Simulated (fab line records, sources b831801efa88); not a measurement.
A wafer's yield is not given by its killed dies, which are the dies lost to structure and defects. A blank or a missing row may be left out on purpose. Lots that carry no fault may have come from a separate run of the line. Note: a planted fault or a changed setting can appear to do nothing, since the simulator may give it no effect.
fab line records || flow sky130
[record] {"lots": 6, "wafers": 18, "lastDay": 50}
route steps=708 shown VIA2@523 METAL3@532
lots untouched by any fault: they come from a run of this same line in which no faults occurred
startH: hours from the record's opening day to when the first of the lot's shown wafers began || waitH: hours elapsed since this lot's preceding step || " as in the row above || L1.1+2: one row covering several wafers at once || - no value, or no start was given || * or withheld: withheld || < > ~ a bound
route shown NAME@n: names a module that has steps shown in the file, with the first one's number in the route || usual: average and standard deviation across the fault-free wafers || same: alike in all rows || chamber/n: place in a boat || sites: per-site readings || _std_site: standard deviation of those values || _edge_site: outer sites' mean less inner sites' || radiusMm: how far each site lies from the wafer's centre || mask NAME#n: copy n || behind: the last tool/chamber to shape the wafer || hold: why the lot went on hold/how many hours it stayed there/how the hold came to an end || device: names the non-switching transistor (n, p or np) || end of line: tests of these same wafers at the route's end || where a step has no rows: the recipe by itself || killed: count of dies lost to structure and defects at first sort (not the wafer's yield) || map: a wafer's dies, x killed, . not, _ none there
set.NAME: the setting as run; set.NAME@STEP: as run at that earlier step || model.NAME: the simulator's own value behind a step, which no gauge read
a table for each step, a row for each wafer; lots at some steps of the route
services: a tool's chamber out of use, with start hour (startH, from the record's first day; less than 0 if before it), hours out, and reason
[[steps]]
[step SKY_VIA2_STRIP_16]
[recipe] {"chemistry": "O2/N2", "powerW": 1400, "pressureMtorr": 1500, "platenTempC": "withheld", "o2FlowSccm": 3000, "n2FlowSccm": 300, "overashFraction": 0.5}
[usual] {"drypumpMotorCurrentA": "6.15/0.19", "oesProductAu": "0.399/0.0048", "stripTimeToEndpointS": "4.052/0.024"}
{"lot.wafer": "L861.3", "tool": "plasmaAsher-03", "chamber": 0, "startH": 856.21, "waitH": 0.1, "drypumpMotorCurrentA": 6.46, "oesProductAu": 0.405, "rfHoursCounterH": "-", "stripTimeToEndpointS": 4.026}
{"lot.wafer": "L861.4", "tool": "plasmaAsher-03", "chamber": 1, "startH": 856.21, "waitH": 0.1, "drypumpMotorCurrentA": 6.10, "oesProductAu": 0.402, "rfHoursCounterH": "-", "stripTimeToEndpointS": 4.044}
{"lot.wafer": "L861.6", "tool": "plasmaAsher-03", "chamber": 1, "startH": 856.21, "waitH": 0.1, "drypumpMotorCurrentA": 6.08, "oesProductAu": 0.400, "rfHoursCounterH": "-", "stripTimeToEndpointS": 4.027}
{"lot.wafer": "L869.1", "tool": "plasmaAsher-04", "chamber": 0, "startH": 914.18, "waitH": 0.0, "drypumpMotorCurrentA": 5.91, "oesProductAu": 0.399, "rfHoursCounterH": 49, "stripTimeToEndpointS": 4.063}
{"lot.wafer": "L869.2", "tool": "plasmaAsher-04", "chamber": 1, "startH": 914.18, "waitH": 0.0, "drypumpMotorCurrentA": 6.32, "oesProductAu": 0.392, "rfHoursCounterH": 49, "stripTimeToEndpointS": 4.026}
{"lot.wafer": "L869.4", "tool": "plasmaAsher-04", "chamber": 0, "startH": 914.18, "waitH": 0.0, "drypumpMotorCurrentA": 5.90, "oesProductAu": 0.392, "rfHoursCounterH": "-", "stripTimeToEndpointS": 4.044}
{"lot.wafer": "L877.3", "tool": "plasmaAsher-02", "chamber": 1, "startH": 980.49, "waitH": 0.1, "drypumpMotorCurrentA": 6.14, "oesProductAu": 0.401, "rfHoursCounterH": "-", "stripTimeToEndpointS": 4.020}
{"lot.wafer": "L877.5", "tool": "plasmaAsher-02", "chamber": 1, "startH": 980.49, "waitH": 0.1, "drypumpMotorCurrentA": 6.15, "oesProductAu": 0.388, "rfHoursCounterH": "-", "stripTimeToEndpointS": 4.027}
{"lot.wafer": "L877.6", "tool": "plasmaAsher-02", "chamber": 0, "startH": 980.49, "waitH": 0.1, "drypumpMotorCurrentA": 5.98, "oesProductAu": 0.395, "rfHoursCounterH": "-", "stripTimeToEndpointS": 4.059}
{"lot.wafer": "L879.1", "tool": "plasmaAsher-03", "chamber": 0, "startH": 982.66, "waitH": 0.0, "drypumpMotorCurrentA": 6.45, "oesProductAu": 0.395, "rfHoursCounterH": 112, "stripTimeToEndpointS": 4.040}
{"lot.wafer": "L879.3", "tool": "plasmaAsher-03", "chamber": 1, "startH": 982.66, "waitH": 0.0, "drypumpMotorCurrentA": 6.07, "oesProductAu": 0.399, "rfHoursCounterH": "-", "stripTimeToEndpointS": 4.050}
{"lot.wafer": "L879.6", "tool": "plasmaAsher-03", "chamber": 1, "startH": 982.66, "waitH": 0.0, "drypumpMotorCurrentA": 6.07, "oesProductAu": 0.397, "rfHoursCounterH": "-", "stripTimeToEndpointS": 4.029}
{"lot.wafer": "L881.2", "tool": "plasmaAsher-02", "chamber": 0, "startH": 996.24, "waitH": 0.0, "drypumpMotorCurrentA": 5.96, "oesProductAu": 0.399, "rfHoursCounterH": 85, "stripTimeToEndpointS": 4.058}
{"lot.wafer": "L881.3", "tool": "plasmaAsher-02", "chamber": 0, "startH": 996.24, "waitH": 0.0, "drypumpMotorCurrentA": 5.96, "oesProductAu": 0.394, "rfHoursCounterH": "-", "stripTimeToEndpointS": 4.072}
{"lot.wafer": "L881.4", "tool": "plasmaAsher-02", "chamber": 1, "startH": 996.24, "waitH": 0.0, "drypumpMotorCurrentA": 6.14, "oesProductAu": 0.399, "rfHoursCounterH": "-", "stripTimeToEndpointS": 4.053}
{"lot.wafer": "L883.1", "tool": "plasmaAsher-02", "chamber": 1, "startH": 1008.68, "waitH": 0.0, "drypumpMotorCurrentA": 6.13, "oesProductAu": 0.391, "rfHoursCounterH": 87, "stripTimeToEndpointS": 4.047}
{"lot.wafer": "L883.2", "tool": "plasmaAsher-02", "chamber": 0, "startH": 1008.68, "waitH": 0.0, "drypumpMotorCurrentA": 5.96, "oesProductAu": 0.396, "rfHoursCounterH": 87, "stripTimeToEndpointS": 4.051}
{"lot.wafer": "L883.6", "tool": "plasmaAsher-02", "chamber": 0, "startH": 1008.68, "waitH": 0.0, "drypumpMotorCurrentA": 5.95, "oesProductAu": 0.395, "rfHoursCounterH": "-", "stripTimeToEndpointS": 4.054}
[step SKY_VIA2_STRIP_17]
[recipe] {"chemistry": "postEtchResidueRemover", "timeS": 1200, "tempC": 72.5}
[step SKY_VIA2_CLEAN_18]
[recipe] {"chemistry": "IPA", "timeS": 180, "tempC": 25}
[step SKY_VIA2_CLEAN_19]
[recipe] {"chemistry": "O3/DIW", "dry": "n2Spin"}
[step SKY_VIA2_SPUTTER_20]
[recipe] {"material": "TiN", "targetThkNm": 20, "chamberPressurePa": 5, "powerW": 4000, "timeS": 80}
[step SKY_VIA2_CVD_21]
[recipe] {"material": "W", "targetThkNm": 420, "timeS": 126.4, "tempC": 400, "pressureTorr": 40}
[step SKY_VIA2_RS_MEAS_22]
[recipe] {"thkMeasGauge": "four-point-probe", "reads": "W_of_VIA2_CVD_21+TiN_of_VIA2_SPUTTER_20"}
[usual] {"VIA2_W_RS": "0.271/0.0054"}
{"lot.wafer": "L861.3", "tool": "filmMetro-03", "chamber": "-", "startH": 857.00, "waitH": 0.1, "VIA2_W_RS[ohm/sq]": 0.277}
{"lot.wafer": "L861.4", "tool": "filmMetro-03", "chamber": "-", "startH": 857.00, "waitH": 0.1, "VIA2_W_RS[ohm/sq]": 0.272}
{"lot.wafer": "L861.6", "tool": "filmMetro-03", "chamber": "-", "startH": 857.00, "waitH": 0.1, "VIA2_W_RS[ohm/sq]": 0.276}
{"lot.wafer": "L869.1", "tool": "filmMetro-03", "chamber": "-", "startH": 915.01, "waitH": 0.1, "VIA2_W_RS[ohm/sq]": 0.274}
{"lot.wafer": "L869.2", "tool": "filmMetro-03", "chamber": "-", "startH": 915.01, "waitH": 0.1, "VIA2_W_RS[ohm/sq]": 0.266}
{"lot.wafer": "L869.4", "tool": "filmMetro-03", "chamber": "-", "startH": 915.01, "waitH": 0.1, "VIA2_W_RS[ohm/sq]": 0.272}
{"lot.wafer": "L877.3", "tool": "filmMetro-04", "chamber": "-", "startH": 981.28, "waitH": 0.1, "VIA2_W_RS[ohm/sq]": 0.258}
{"lot.wafer": "L877.5", "tool": "filmMetro-04", "chamber": "-", "startH": 981.28, "waitH": 0.1, "VIA2_W_RS[ohm/sq]": 0.274}
{"lot.wafer": "L877.6", "tool": "filmMetro-04", "chamber": "-", "startH": 981.28, "waitH": 0.1, "VIA2_W_RS[ohm/sq]": 0.259}
{"lot.wafer": "L879.1", "tool": "filmMetro-04", "chamber": "-", "startH": 983.51, "waitH": 0.1, "VIA2_W_RS[ohm/sq]": 0.270}
{"lot.wafer": "L879.3", "tool": "filmMetro-04", "chamber": "-", "startH": 983.51, "waitH": 0.1, "VIA2_W_RS[ohm/sq]": 0.272}
{"lot.wafer": "L879.6", "tool": "filmMetro-04", "chamber": "-", "startH": 983.51, "waitH": 0.1, "VIA2_W_RS[ohm/sq]": 0.265}
{"lot.wafer": "L881.2", "tool": "filmMetro-04", "chamber": "-", "startH": 997.05, "waitH": 0.1, "VIA2_W_RS[ohm/sq]": 0.276}
{"lot.wafer": "L881.3", "tool": "filmMetro-04", "chamber": "-", "startH": 997.05, "waitH": 0.1, "VIA2_W_RS[ohm/sq]": 0.257}
{"lot.wafer": "L881.4", "tool": "filmMetro-04", "chamber": "-", "startH": 997.05, "waitH": 0.1, "VIA2_W_RS[ohm/sq]": 0.273}
{"lot.wafer": "L883.1", "tool": "filmMetro-01", "chamber": "-", "startH": 1009.47, "waitH": 0.1, "VIA2_W_RS[ohm/sq]": 0.267}
{"lot.wafer": "L883.2", "tool": "filmMetro-01", "chamber": "-", "startH": 1009.47, "waitH": 0.1, "VIA2_W_RS[ohm/sq]": 0.270}
{"lot.wafer": "L883.6", "tool": "filmMetro-01", "chamber": "-", "startH": 1009.47, "waitH": 0.1, "VIA2_W_RS[ohm/sq]": 0.264}
[step SKY_VIA2_THK_MEAS_23]
[recipe] {"thkMeasGauge": "xrf", "reads": "W_of_VIA2_CVD_21"}
[usual] {"VIA2_W_THK": "428/9.2"}
{"lot.wafer": "L861.3", "tool": "filmMetro-03", "chamber": "-", "startH": 857.10, "waitH": 0.1, "VIA2_W_THK[nm]": 425}
{"lot.wafer": "L861.4", "tool": "filmMetro-03", "chamber": "-", "startH": 857.10, "waitH": 0.1, "VIA2_W_THK[nm]": 425}
{"lot.wafer": "L861.6", "tool": "filmMetro-03", "chamber": "-", "startH": 857.10, "waitH": 0.1, "VIA2_W_THK[nm]": 421}
{"lot.wafer": "L869.1", "tool": "filmMetro-03", "chamber": "-", "startH": 915.13, "waitH": 0.1, "VIA2_W_THK[nm]": 421}
{"lot.wafer": "L869.2", "tool": "filmMetro-03", "chamber": "-", "startH": 915.13, "waitH": 0.1, "VIA2_W_THK[nm]": 432}
{"lot.wafer": "L869.4", "tool": "filmMetro-03", "chamber": "-", "startH": 915.13, "waitH": 0.1, "VIA2_W_THK[nm]": 423}
{"lot.wafer": "L877.3", "tool": "filmMetro-04", "chamber": "-", "startH": 981.38, "waitH": 0.1, "VIA2_W_THK[nm]": 445}
{"lot.wafer": "L877.5", "tool": "filmMetro-04", "chamber": "-", "startH": 981.38, "waitH": 0.1, "VIA2_W_THK[nm]": 417}
{"lot.wafer": "L877.6", "tool": "filmMetro-04", "chamber": "-", "startH": 981.38, "waitH": 0.1, "VIA2_W_THK[nm]": 446}
{"lot.wafer": "L879.1", "tool": "filmMetro-04", "chamber": "-", "startH": 983.63, "waitH": 0.1, "VIA2_W_THK[nm]": 428}
{"lot.wafer": "L879.3", "tool": "filmMetro-04", "chamber": "-", "startH": 983.63, "waitH": 0.1, "VIA2_W_THK[nm]": 423}
{"lot.wafer": "L879.6", "tool": "filmMetro-04", "chamber": "-", "startH": 983.63, "waitH": 0.1, "VIA2_W_THK[nm]": 435}
{"lot.wafer": "L881.2", "tool": "filmMetro-04", "chamber": "-", "startH": 997.16, "waitH": 0.1, "VIA2_W_THK[nm]": 420}
{"lot.wafer": "L881.3", "tool": "filmMetro-04", "chamber": "-", "startH": 997.16, "waitH": 0.1, "VIA2_W_THK[nm]": 453}
{"lot.wafer": "L881.4", "tool": "filmMetro-04", "chamber": "-", "startH": 997.16, "waitH": 0.1, "VIA2_W_THK[nm]": 425}
{"lot.wafer": "L883.1", "tool": "filmMetro-01", "chamber": "-", "startH": 1009.59, "waitH": 0.1, "VIA2_W_THK[nm]": 430}
{"lot.wafer": "L883.2", "tool": "filmMetro-01", "chamber": "-", "startH": 1009.59, "waitH": 0.1, "VIA2_W_THK[nm]": 424}
{"lot.wafer": "L883.6", "tool": "filmMetro-01", "chamber": "-", "startH": 1009.59, "waitH": 0.1, "VIA2_W_THK[nm]": 433}
[step SKY_VIA2_CMP_24]
[recipe] {"stopOn": "SiO2", "tOverpolishS": 20, "downForcePsi": 3.5, "platenRpm": 60, "targetThkNm": 0, "padVelocityMS": 0.94248}
[step SKY_METAL3_SPUTTER_00]
[recipe] {"material": "Ti", "targetThkNm": 15, "powerW": 3000, "timeS": 10, "chamberPressurePa": 0.4}
[usual] {"throttleValvePct": "29.9/0.92"}
{"lot.wafer": "L861.3", "tool": "pvdSputter-04", "chamber": "-", "startH": 857.70, "waitH": 0.2, "throttleValvePct": 31.0}
{"lot.wafer": "L861.4", "tool": "pvdSputter-04", "chamber": "-", "startH": 857.70, "waitH": 0.2, "throttleValvePct": 31.6}
{"lot.wafer": "L861.6", "tool": "pvdSputter-04", "chamber": "-", "startH": 857.70, "waitH": 0.2, "throttleValvePct": 29.8}
{"lot.wafer": "L869.1", "tool": "pvdSputter-02", "chamber": "-", "startH": 917.36, "waitH": 0.2, "throttleValvePct": 28.3}
{"lot.wafer": "L869.2", "tool": "pvdSputter-02", "chamber": "-", "startH": 917.36, "waitH": 0.2, "throttleValvePct": 30.9}
{"lot.wafer": "L869.4", "tool": "pvdSputter-02", "chamber": "-", "startH": 917.36, "waitH": 0.2, "throttleValvePct": 29.9}
{"lot.wafer": "L877.3", "tool": "pvdSputter-04", "chamber": "-", "startH": 981.72, "waitH": 0.2, "throttleValvePct": 31.4}
{"lot.wafer": "L877.5", "tool": "pvdSputter-04", "chamber": "-", "startH": 981.72, "waitH": 0.2, "throttleValvePct": 31.3}
{"lot.wafer": "L877.6", "tool": "pvdSputter-04", "chamber": "-", "startH": 981.72, "waitH": 0.2, "throttleValvePct": 31.0}
{"lot.wafer": "L879.1", "tool": "pvdSputter-04", "chamber": "-", "startH": 983.99, "waitH": 0.1, "throttleValvePct": 29.8}
{"lot.wafer": "L879.3", "tool": "pvdSputter-04", "chamber": "-", "startH": 983.99, "waitH": 0.1, "throttleValvePct": 30.7}
{"lot.wafer": "L879.6", "tool": "pvdSputter-04", "chamber": "-", "startH": 983.99, "waitH": 0.1, "throttleValvePct": 31.5}
{"lot.wafer": "L881.2", "tool": "pvdSputter-02", "chamber": "-", "startH": 997.51, "waitH": 0.1, "throttleValvePct": 30.0}
{"lot.wafer": "L881.3", "tool": "pvdSputter-02", "chamber": "-", "startH": 997.51, "waitH": 0.1, "throttleValvePct": 29.6}
{"lot.wafer": "L881.4", "tool": "pvdSputter-02", "chamber": "-", "startH": 997.51, "waitH": 0.1, "throttleValvePct": 28.3}
{"lot.wafer": "L883.1", "tool": "pvdSputter-02", "chamber": "-", "startH": 1009.95, "waitH": 0.1, "throttleValvePct": 30.0}
{"lot.wafer": "L883.2", "tool": "pvdSputter-02", "chamber": "-", "startH": 1009.95, "waitH": 0.1, "throttleValvePct": 31.0}
{"lot.wafer": "L883.6", "tool": "pvdSputter-02", "chamber": "-", "startH": 1009.95, "waitH": 0.1, "throttleValvePct": 30.9}
[step SKY_METAL3_SPUTTER_01]
[recipe] {"material": "TiN", "targetThkNm": 20, "powerW": 6500, "timeS": 16.7, "chamberPressurePa": 0.4}
[usual] {"throttleValvePct": "29.9/0.89"}
{"lot.wafer": "L861.3", "tool": "pvdSputter-04", "chamber": "-", "startH": 857.72, "waitH": 0.0, "throttleValvePct": 31.0}
{"lot.wafer": "L861.4", "tool": "pvdSputter-04", "chamber": "-", "startH": 857.72, "waitH": 0.0, "throttleValvePct": 31.3}
{"lot.wafer": "L861.6", "tool": "pvdSputter-04", "chamber": "-", "startH": 857.72, "waitH": 0.0, "throttleValvePct": 29.6}
{"lot.wafer": "L869.1", "tool": "pvdSputter-02", "chamber": "-", "startH": 917.38, "waitH": 0.0, "throttleValvePct": 28.4}
{"lot.wafer": "L869.2", "tool": "pvdSputter-02", "chamber": "-", "startH": 917.38, "waitH": 0.0, "throttleValvePct": 31.0}
{"lot.wafer": "L869.4", "tool": "pvdSputter-02", "chamber": "-", "startH": 917.38, "waitH": 0.0, "throttleValvePct": 30.2}
{"lot.wafer": "L877.3", "tool": "pvdSputter-04", "chamber": "-", "startH": 981.75, "waitH": 0.0, "throttleValvePct": 31.1}
{"lot.wafer": "L877.5", "tool": "pvdSputter-04", "chamber": "-", "startH": 981.75, "waitH": 0.0, "throttleValvePct": 31.3}
{"lot.wafer": "L877.6", "tool": "pvdSputter-04", "chamber": "-", "startH": 981.75, "waitH": 0.0, "throttleValvePct": 30.9}
{"lot.wafer": "L879.1", "tool": "pvdSputter-04", "chamber": "-", "startH": 984.01, "waitH": 0.0, "throttleValvePct": 29.6}
{"lot.wafer": "L879.3", "tool": "pvdSputter-04", "chamber": "-", "startH": 984.01, "waitH": 0.0, "throttleValvePct": 30.7}
{"lot.wafer": "L879.6", "tool": "pvdSputter-04", "chamber": "-", "startH": 984.01, "waitH": 0.0, "throttleValvePct": 31.1}
{"lot.wafer": "L881.2", "tool": "pvdSputter-02", "chamber": "-", "startH": 997.53, "waitH": 0.0, "throttleValvePct": 30.0}
{"lot.wafer": "L881.3", "tool": "pvdSputter-02", "chamber": "-", "startH": 997.53, "waitH": 0.0, "throttleValvePct": 29.5}
{"lot.wafer": "L881.4", "tool": "pvdSputter-02", "chamber": "-", "startH": 997.53, "waitH": 0.0, "throttleValvePct": 28.2}
{"lot.wafer": "L883.1", "tool": "pvdSputter-02", "chamber": "-", "startH": 1009.97, "waitH": 0.0, "throttleValvePct": 30.0}
{"lot.wafer": "L883.2", "tool": "pvdSputter-02", "chamber": "-", "startH": 1009.97, "waitH": 0.0, "throttleValvePct": 30.7}
{"lot.wafer": "L883.6", "tool": "pvdSputter-02", "chamber": "-", "startH": 1009.97, "waitH": 0.0, "throttleValvePct": 30.8}
[step SKY_METAL3_SPUTTER_02]
[recipe] {"material": "AlCu", "targetThkNm": 735, "powerW": 10600, "timeS": 39.1, "chamberPressurePa": 0.4}
[usual] {"throttleValvePct": "29.9/0.93"}
{"lot.wafer": "L861.3", "tool": "pvdSputter-04", "chamber": "-", "startH": 857.75, "waitH": 0.0, "throttleValvePct": 31.1}
{"lot.wafer": "L861.4", "tool": "pvdSputter-04", "chamber": "-", "startH": 857.75, "waitH": 0.0, "throttleValvePct": 31.3}
{"lot.wafer": "L861.6", "tool": "pvdSputter-04", "chamber": "-", "startH": 857.75, "waitH": 0.0, "throttleValvePct": 29.7}
{"lot.wafer": "L869.1", "tool": "pvdSputter-02", "chamber": "-", "startH": 917.41, "waitH": 0.0, "throttleValvePct": 28.5}
{"lot.wafer": "L869.2", "tool": "pvdSputter-02", "chamber": "-", "startH": 917.41, "waitH": 0.0, "throttleValvePct": 31.0}
{"lot.wafer": "L869.4", "tool": "pvdSputter-02", "chamber": "-", "startH": 917.41, "waitH": 0.0, "throttleValvePct": 30.2}
{"lot.wafer": "L877.3", "tool": "pvdSputter-04", "chamber": "-", "startH": 981.77, "waitH": 0.0, "throttleValvePct": 31.3}
{"lot.wafer": "L877.5", "tool": "pvdSputter-04", "chamber": "-", "startH": 981.77, "waitH": 0.0, "throttleValvePct": 31.0}
{"lot.wafer": "L877.6", "tool": "pvdSputter-04", "chamber": "-", "startH": 981.77, "waitH": 0.0, "throttleValvePct": 31.2}
{"lot.wafer": "L879.1", "tool": "pvdSputter-04", "chamber": "-", "startH": 984.04, "waitH": 0.0, "throttleValvePct": 29.6}
{"lot.wafer": "L879.3", "tool": "pvdSputter-04", "chamber": "-", "startH": 984.04, "waitH": 0.0, "throttleValvePct": 31.2}
{"lot.wafer": "L879.6", "tool": "pvdSputter-04", "chamber": "-", "startH": 984.04, "waitH": 0.0, "throttleValvePct": 31.5}
{"lot.wafer": "L881.2", "tool": "pvdSputter-02", "chamber": "-", "startH": 997.56, "waitH": 0.0, "throttleValvePct": 29.9}
{"lot.wafer": "L881.3", "tool": "pvdSputter-02", "chamber": "-", "startH": 997.56, "waitH": 0.0, "throttleValvePct": 29.9}
{"lot.wafer": "L881.4", "tool": "pvdSputter-02", "chamber": "-", "startH": 997.56, "waitH": 0.0, "throttleValvePct": 27.9}
{"lot.wafer": "L883.1", "tool": "pvdSputter-02", "chamber": "-", "startH": 1010.00, "waitH": 0.0, "throttleValvePct": 30.1}
{"lot.wafer": "L883.2", "tool": "pvdSputter-02", "chamber": "-", "startH": 1010.00, "waitH": 0.0, "throttleValvePct": 30.6}
{"lot.wafer": "L883.6", "tool": "pvdSputter-02", "chamber": "-", "startH": 1010.00, "waitH": 0.0, "throttleValvePct": 31.1}
[step SKY_METAL3_SPUTTER_03]
[recipe] {"material": "Ti", "targetThkNm": 5, "powerW": 3000, "timeS": 3.3, "chamberPressurePa": 0.4}
[usual] {"throttleValvePct": "29.9/0.91"}
{"lot.wafer": "L861.3", "tool": "pvdSputter-04", "chamber": "-", "startH": 857.78, "waitH": 0.0, "throttleValvePct": 31.0, "model.Ti_of_METAL3_SPUTTER_03.thkNm": 5.007}
{"lot.wafer": "L861.4", "tool": "pvdSputter-04", "chamber": "-", "startH": 857.78, "waitH": 0.0, "throttleValvePct": 31.3, "model.Ti_of_METAL3_SPUTTER_03.thkNm": 5.142}
{"lot.wafer": "L861.6", "tool": "pvdSputter-04", "chamber": "-", "startH": 857.78, "waitH": 0.0, "throttleValvePct": 29.6, "model.Ti_of_METAL3_SPUTTER_03.thkNm": 4.991}
{"lot.wafer": "L869.1", "tool": "pvdSputter-02", "chamber": "-", "startH": 917.45, "waitH": 0.0, "throttleValvePct": 28.3, "model.Ti_of_METAL3_SPUTTER_03.thkNm": 5.277}
{"lot.wafer": "L869.2", "tool": "pvdSputter-02", "chamber": "-", "startH": 917.45, "waitH": 0.0, "throttleValvePct": 30.9, "model.Ti_of_METAL3_SPUTTER_03.thkNm": 5.165}
{"lot.wafer": "L869.4", "tool": "pvdSputter-02", "chamber": "-", "startH": 917.45, "waitH": 0.0, "throttleValvePct": 30.1, "model.Ti_of_METAL3_SPUTTER_03.thkNm": 5.192}
{"lot.wafer": "L877.3", "tool": "pvdSputter-04", "chamber": "-", "startH": 981.81, "waitH": 0.0, "throttleValvePct": 31.3, "model.Ti_of_METAL3_SPUTTER_03.thkNm": 5.246}
{"lot.wafer": "L877.5", "tool": "pvdSputter-04", "chamber": "-", "startH": 981.81, "waitH": 0.0, "throttleValvePct": 31.2, "model.Ti_of_METAL3_SPUTTER_03.thkNm": 5.163}
{"lot.wafer": "L877.6", "tool": "pvdSputter-04", "chamber": "-", "startH": 981.81, "waitH": 0.0, "throttleValvePct": 30.8, "model.Ti_of_METAL3_SPUTTER_03.thkNm": 4.096}
{"lot.wafer": "L879.1", "tool": "pvdSputter-04", "chamber": "-", "startH": 984.08, "waitH": 0.0, "throttleValvePct": 29.5, "model.Ti_of_METAL3_SPUTTER_03.thkNm": 5.117}
{"lot.wafer": "L879.3", "tool": "pvdSputter-04", "chamber": "-", "startH": 984.08, "waitH": 0.0, "throttleValvePct": 30.8, "model.Ti_of_METAL3_SPUTTER_03.thkNm": 4.223}
{"lot.wafer": "L879.6", "tool": "pvdSputter-04", "chamber": "-", "startH": 984.08, "waitH": 0.0, "throttleValvePct": 31.2, "model.Ti_of_METAL3_SPUTTER_03.thkNm": 5.272}
{"lot.wafer": "L881.2", "tool": "pvdSputter-02", "chamber": "-", "startH": 997.60, "waitH": 0.0, "throttleValvePct": 30.1, "model.Ti_of_METAL3_SPUTTER_03.thkNm": 4.832}
{"lot.wafer": "L881.3", "tool": "pvdSputter-02", "chamber": "-", "startH": 997.60, "waitH": 0.0, "throttleValvePct": 29.9, "model.Ti_of_METAL3_SPUTTER_03.thkNm": 4.819}
{"lot.wafer": "L881.4", "tool": "pvdSputter-02", "chamber": "-", "startH": 997.60, "waitH": 0.0, "throttleValvePct": 28.3, "model.Ti_of_METAL3_SPUTTER_03.thkNm": 4.882}
{"lot.wafer": "L883.1", "tool": "pvdSputter-02", "chamber": "-", "startH": 1010.03, "waitH": 0.0, "throttleValvePct": 29.8, "model.Ti_of_METAL3_SPUTTER_03.thkNm": 4.795}
{"lot.wafer": "L883.2", "tool": "pvdSputter-02", "chamber": "-", "startH": 1010.03, "waitH": 0.0, "throttleValvePct": 30.9, "model.Ti_of_METAL3_SPUTTER_03.thkNm": 4.762}
{"lot.wafer": "L883.6", "tool": "pvdSputter-02", "chamber": "-", "startH": 1010.03, "waitH": 0.0, "throttleValvePct": 30.4, "model.Ti_of_METAL3_SPUTTER_03.thkNm": 4.778}
[step SKY_METAL3_SPUTTER_04]
[recipe] {"material": "TiN", "targetThkNm": 70, "powerW": 6500, "timeS": 58.3, "chamberPressurePa": 0.4}
[usual] {"throttleValvePct": "29.9/0.9"}
{"lot.wafer": "L861.3", "tool": "pvdSputter-04", "chamber": "-", "startH": 857.80, "waitH": 0.0, "throttleValvePct": 30.8}
{"lot.wafer": "L861.4", "tool": "pvdSputter-04", "chamber": "-", "startH": 857.80, "waitH": 0.0, "throttleValvePct": 31.2}
{"lot.wafer": "L861.6", "tool": "pvdSputter-04", "chamber": "-", "startH": 857.80, "waitH": 0.0, "throttleValvePct": 29.6}
{"lot.wafer": "L869.1", "tool": "pvdSputter-02", "chamber": "-", "startH": 917.47, "waitH": 0.0, "throttleValvePct": 28.5}
{"lot.wafer": "L869.2", "tool": "pvdSputter-02", "chamber": "-", "startH": 917.47, "waitH": 0.0, "throttleValvePct": 30.9}
{"lot.wafer": "L869.4", "tool": "pvdSputter-02", "chamber": "-", "startH": 917.47, "waitH": 0.0, "throttleValvePct": 29.9}
{"lot.wafer": "L877.3", "tool": "pvdSputter-04", "chamber": "-", "startH": 981.83, "waitH": 0.0, "throttleValvePct": 31.2}
{"lot.wafer": "L877.5", "tool": "pvdSputter-04", "chamber": "-", "startH": 981.83, "waitH": 0.0, "throttleValvePct": 31.3}
{"lot.wafer": "L877.6", "tool": "pvdSputter-04", "chamber": "-", "startH": 981.83, "waitH": 0.0, "throttleValvePct": 30.8}
{"lot.wafer": "L879.1", "tool": "pvdSputter-04", "chamber": "-", "startH": 984.09, "waitH": 0.0, "throttleValvePct": 29.8}
{"lot.wafer": "L879.3", "tool": "pvdSputter-04", "chamber": "-", "startH": 984.09, "waitH": 0.0, "throttleValvePct": 31.2}
{"lot.wafer": "L879.6", "tool": "pvdSputter-04", "chamber": "-", "startH": 984.09, "waitH": 0.0, "throttleValvePct": 31.2}
{"lot.wafer": "L881.2", "tool": "pvdSputter-02", "chamber": "-", "startH": 997.61, "waitH": 0.0, "throttleValvePct": 30.0}
{"lot.wafer": "L881.3", "tool": "pvdSputter-02", "chamber": "-", "startH": 997.61, "waitH": 0.0, "throttleValvePct": 29.5}
{"lot.wafer": "L881.4", "tool": "pvdSputter-02", "chamber": "-", "startH": 997.61, "waitH": 0.0, "throttleValvePct": 28.2}
{"lot.wafer": "L883.1", "tool": "pvdSputter-02", "chamber": "-", "startH": 1010.05, "waitH": 0.0, "throttleValvePct": 29.9}
{"lot.wafer": "L883.2", "tool": "pvdSputter-02", "chamber": "-", "startH": 1010.05, "waitH": 0.0, "throttleValvePct": 30.4}
{"lot.wafer": "L883.6", "tool": "pvdSputter-02", "chamber": "-", "startH": 1010.05, "waitH": 0.0, "throttleValvePct": 30.6}
[[services]]
{"tool": "pvdSputter-02", "chamber": "-", "startH": 842.51, "hours": 5.4, "kind": "repair"}
{"tool": "pvdSputter-02", "chamber": 0, "startH": 858.92, "hours": "-", "kind": "consumableReplace:kit"}
{"tool": "pvdSputter-02", "chamber": 0, "startH": 858.92, "hours": 18.0, "kind": "scheduledDown"}
{"tool": "pvdSputter-02", "chamber": 0, "startH": 858.92, "hours": 18.0, "kind": "ventCycle"}
{"tool": "pvdSputter-02", "chamber": "-", "startH": 877.15, "hours": 2.6, "kind": "repair"}
{"tool": "pvdSputter-02", "chamber": "-", "startH": 887.45, "hours": 5.4, "kind": "repair"}
{"tool": "pvdSputter-02", "chamber": "-", "startH": 931.93, "hours": 4.5, "kind": "repair"}
{"tool": "pvdSputter-04", "chamber": 0, "startH": 960.80, "hours": "-", "kind": "consumableReplace:kit"}
{"tool": "pvdSputter-04", "chamber": 0, "startH": 960.80, "hours": 18.0, "kind": "scheduledDown"}
{"tool": "pvdSputter-04", "chamber": 0, "startH": 960.80, "hours": 18.0, "kind": "ventCycle"}
{"tool": "plasmaAsher-04", "chamber": "-", "startH": 972.28, "hours": 5.6, "kind": "repair"}
{"tool": "pvdSputter-04", "chamber": "-", "startH": 993.37, "hours": 5.6, "kind": "repair"}
[[key]]
firstSign none at tools or gauges
[modelEffect] {"step": "SKY_METAL3_SPUTTER_03", "value": "Ti_of_METAL3_SPUTTER_03.thkNm", "without": 5.137, "struck": 4.16}
metAt SKY_METAL3_SPUTTER_03
struckWafers L877.6,L879.3
onsetBetween 857.78 981.81
[fault] {"kind": "processParameterDrift", "tool": "pvdSputter-04", "chamber": "-", "onsetH": 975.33, "steps": "SKY_METAL3_SPUTTER_03", "channel": "timeS", "offset": "*", "shape": "step", "endH": 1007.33, "actsIn": "*", "stated": "*", "scope": "struckWafersOnly"}
